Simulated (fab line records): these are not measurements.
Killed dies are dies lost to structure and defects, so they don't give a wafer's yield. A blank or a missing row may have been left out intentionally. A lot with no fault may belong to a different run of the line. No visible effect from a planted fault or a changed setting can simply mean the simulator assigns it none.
Code-filled problem report in 8D (eight disciplines) form | flow sky130 | the parts of the form that need people (team, actions taken, sign-off) are left out

== 1. PROBLEM STATEMENT ==
Wafers without a fault read 0.854 a.u., standard deviation 0.0077; oesProductAu at SKY_CONTACT_ETCH_18 reads a mean of 0.374 a.u. on 6 wafers belonging to 2 lots. Measured from the usual mean, that is -62 standard deviations.
The step: etches Si3N4 in CHF3/O2, stops on TiN, time 39 s, target depth 75 nm.
The step gives no start for some of these wafers. The record holds 33 wafers of 11 lots with a number at this step. The rule behind "out" and "out of limits": a value lying over 4 standard deviations away from the usual mean. The rest of the wafers with a number are treated as sound.

== 2. WHAT THIS IS AND IS NOT ==
question                    | is                             | is not
which readings at this step | oesProductAu, throttleValvePct | O2_flow_sccm, drypumpMotorCurrentA
which lots                  | L273, L274                     | L276, L278, L282, L283, L284, L287, L288, L289, L292
which wafers of those lots  | all that have a number         | -
read on which tools         | rieDiel-01                     | rieDiel-03, rieDiel-04

== 3. THE SUSPECTS, EACH WITH WHAT RULES IT OUT ==
Counting: any tool at a process step up to the reading is kept as a suspect provided that every lot that is out went through it and no sound lot did after the first of them.
- rieDiel-01 at SKY_CONTACT_ETCH_17 (etches SiO2 in C4F8/O2/Ar, stops on Si3N4, target depth 340 nm): ruled out as a lasting fault. The sound lots L276, L287, L288, L289, L292 went through it after L273, its earliest lot that is out (day 33 10:10).
- rieDiel-01 at SKY_CONTACT_ETCH_18 (etches Si3N4 in CHF3/O2, stops on TiN, time 39 s, target depth 75 nm): ruled out as a lasting fault. The sound lots L276, L287, L288, L289, L292 went through it after L273, its earliest lot that is out (day 33 10:18). SKY_CONTACT_ETCH_18 gives no start for some lots, so the hours and the order of its lots are those of SKY_CONTACT_STRIP_19.
Left after counting: nothing in the record.

== 4. THE CAUSE (what the simulator had put in) ==
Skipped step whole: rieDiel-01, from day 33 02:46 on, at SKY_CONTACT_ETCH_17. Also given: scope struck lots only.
Counting ruled it out, wrongly.

== 5. THE EFFECT CHAIN, in route order ==
One row per reading whose mean, taken over the struck wafers that have a number, lies over 3 standard deviations from the usual. Only readings whose record carries a usual standard deviation are examined. hours: median over the lots of the time between each lot's start at the first step of this table that gives one and its start at this step. sigmas: the change, counted in usual standard deviations.
hours | step                  | reading              | usual      | on struck wafers | change | sigmas
-     | SKY_CONTACT_ETCH_18   | oesProductAu         | 0.854 a.u. | 0.374            | -0.480 | -62
-     | SKY_CONTACT_ETCH_18   | throttleValvePct     | 8.793 %    | 8.675            | -0.117 | -14
0     | SKY_CONTACT_STRIP_19  | oesProductAu         | 0.381 a.u. | 0.411            | +0.030 | +6.6
0     | SKY_CONTACT_STRIP_19  | stripTimeToEndpointS | 3.61 s     | 4.29             | +0.68  | +21
330   | SKY_PAD_OPEN_PROBE_99 | killed_at_M0_to_M3   | 43         | 237              | +194   | +26
330   | SKY_PAD_OPEN_PROBE_99 | killed_at_M4_up      | 2.9        | 62.2             | +59.3  | +31
330   | SKY_PAD_OPEN_PROBE_99 | killedAtContacts     | 24         | 116              | +92    | +18
330   | SKY_PAD_OPEN_PROBE_99 | killedAtOther        | 0.3        | 62.0             | +61.7  | +99 or more
330   | SKY_PAD_OPEN_PROBE_99 | killedDies           | 85         | 492              | +407   | +41
330   | SKY_PAD_OPEN_PROBE_99 | killedOnRim          | 17         | 96               | +79    | +20
Its process steps:
- SKY_CONTACT_ETCH_18: etches Si3N4 in CHF3/O2, stops on TiN, time 39 s, target depth 75 nm.
- SKY_CONTACT_STRIP_19: strips in O2/N2.
- SKY_PAD_OPEN_PROBE_99
Readings that are blank on the struck wafers while sound wafers have them: biasW at SKY_CONTACT_ETCH_17; chamberPressureMTorr at SKY_CONTACT_ETCH_17; oesProductAu at SKY_CONTACT_ETCH_17.

== 6. HOW IT WOULD HAVE BEEN CAUGHT EARLIER ==
At SKY_CONTACT_ETCH_17 the tool's readings are blank on the struck wafers, where sound wafers have them: an empty tool record is the first sign, and it was there at once.
